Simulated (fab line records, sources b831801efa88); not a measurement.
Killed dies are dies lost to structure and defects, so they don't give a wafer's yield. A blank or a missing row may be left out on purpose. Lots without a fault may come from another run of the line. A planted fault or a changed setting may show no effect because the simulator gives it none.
A struck lot beside a sound one | flow sky130 | 21 steps out of a route of 708
Sound: wafers L317.1, L317.3, L317.6. Struck: wafers L323.1, L323.3, L323.6. The cause comes at the end.
At each step with rows: each side's tool, then ch and its chambers, then its first start. Under that, the readings that differ: sound wafers | struck wafers | difference of the means | sigmas: that difference in standard deviations of wafers without a fault.
alike: readings whose means differ by less than 2 such deviations, and words and numbers that are the same on both sides. not compared: withheld readings, readings that some wafer has no value for, bounds like >300 that may hide the same value, and numbers for which the record gives no deviation and whose values overlap.
The two part at a step that has a row with sigmas, a row that says differs or no value, or rows on one side only. Numbers that don't overlap but have no deviation are shown without sigmas and don't part them. A reading that every wafer of one side lacks parts them only if that side has two wafers or more.

first, 1 step without rows for these wafers: SKY_FIELD_ISO_CVD_24 (deposits SiO2, target thk 595 nm, time 99.2 s).
SKY_FIELD_ISO_THK_MEAS_25:
  sound on film_metro-02, day 3 23:35; struck on film_metro-03, day 5 08:11
  alike: FIELD_ISO_CVD_24_THK
then, 1 step without rows for these wafers: SKY_FIELD_ISO_ANNEAL_26 (time 1800 s).
SKY_FIELD_ISO_CMP_27: polishes, stops on Si3N4, t overpolish 16 s, target thk 457.8 nm.
  sound on cmp-02 ch 0,3, day 4 06:11; struck on cmp-01 ch 0,1,3, day 5 09:53
  alike: motor_current_A, overpolish_run_s, time_to_endpoint_s
then, 5 steps without rows for these wafers: SKY_FIELD_ISO_WET_ETCH_28 (etches SiO2 in dHF, target depth 23.7 nm, time 47 s); SKY_FIELD_ISO_WET_ETCH_29 (etches Si3N4 in H3PO4, target depth 160 nm, time 1825 s); SKY_FIELD_ISO_WET_ETCH_30 (etches SiO2 in dHF, target depth 25 nm, time 50 s); SKY_NWELL_CLEAN_00 (cleans in SC1/SC2, time 150 s); SKY_NWELL_OXIDATION_01 (stabilise 600 s, purge 300 s, target thk 10 nm).
SKY_NWELL_THK_MEAS_02:
  sound on film_metro-01, day 4 11:56; struck on film_metro-01, day 5 12:38
  alike: NWELL_OXIDATION_THK
then, 2 steps without rows for these wafers: SKY_DNWELL_DEHYDRATE_00 (time 60 s); SKY_DNWELL_HMDS_01 (prime time 60 s).
SKY_DNWELL_COAT_02: resist thk 3000 nm.
  sound on litho_track-03 ch 0, day 4 19:07; struck on litho_track-03 ch 0, day 5 21:04
  reading                                  | sound             | struck            | difference | sigmas
  chill_plate_temp_C (C)                   | 23.22 23.17 23.08 | 22.97 22.94 22.95 | -0.20      | -2
  model.coat_of_DNWELL_COAT_02.thk_nm (nm) | 3002 3004 3001    | 2748 2758 2749    | -251       |
  alike: dispense_pressure_kPa, resist_line_temp_C
then, 3 steps without rows for these wafers: SKY_DNWELL_SOFTBAKE_03; SKY_DNWELL_EXPOSE_04 (exposes mask DNM, target cd 3000 nm); SKY_DNWELL_PEB_05.
SKY_DNWELL_DEVELOP_06: develop time 60 s.
  sound on litho_track-02 ch 0; struck on litho_track-02 ch 0
  reading                                  | sound          | struck         | difference | sigmas
  model.coat_of_DNWELL_COAT_02.thk_nm (nm) | 2998 3000 2997 | 2744 2753 2745 | -251       |
  alike: chill_plate_temp_C, resist_line_temp_C
then, 1 step without rows for these wafers: SKY_DNWELL_IMPLANT_07.
SKY_DNWELL_STRIP_08: strips in O2/N2.
  sound on plasma_asher-01 ch 0,1, day 5 04:25; struck on plasma_asher-02 ch 0, day 6 06:52
  reading                      | sound             | struck            | difference | sigmas
  drypump_motor_current_A (A)  | 5.3 6.1 5.3       | 6.5 6.5 6.5       | +0.9       | +3
  strip_time_to_endpoint_s (s) | 36.94 36.95 36.92 | 34.05 34.14 34.08 | -2.85      | -26
  alike: o2_flow_sccm, oes_product_au
  not compared: rf_hours_counter_h
SKY_DNWELL_TW_MEAS_09:
  sound on film_metro-02, day 5 04:31; struck on film_metro-04, day 6 06:58
  reading   | sound          | struck         | difference | sigmas
  DNWELL_TW | 1111 1110 1114 | 1139 1137 1141 | +27        | +3
-- the record jumps here: 43 days lie between the struck wafers' starts before and after (it left off in module DNWELL and takes up again in module PAD_OPEN, whose first step shown is number 708 of the route) --
SKY_PAD_OPEN_PROBE_99:
  sound on prober-01, day 48 02:47; struck on prober-01, day 49 03:50
  alike: killed_at_M0_to_M3, killed_at_M4_up, killed_at_contacts, killed_at_front_end, killed_at_other, killed_dies, killed_open, killed_short
  not compared: model.etest.res_deep_nwell.width_nm

WHERE THEY PART
First at SKY_DNWELL_COAT_02; last, within this record, at SKY_DNWELL_TW_MEAS_09. Later steps at which nothing parts them and some readings are alike: SKY_PAD_OPEN_PROBE_99.

WHY: what the simulator had put in
Process parameter drift: litho_track-03, from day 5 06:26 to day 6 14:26, at SKY_DNWELL_COAT_02. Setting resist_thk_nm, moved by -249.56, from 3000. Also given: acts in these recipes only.
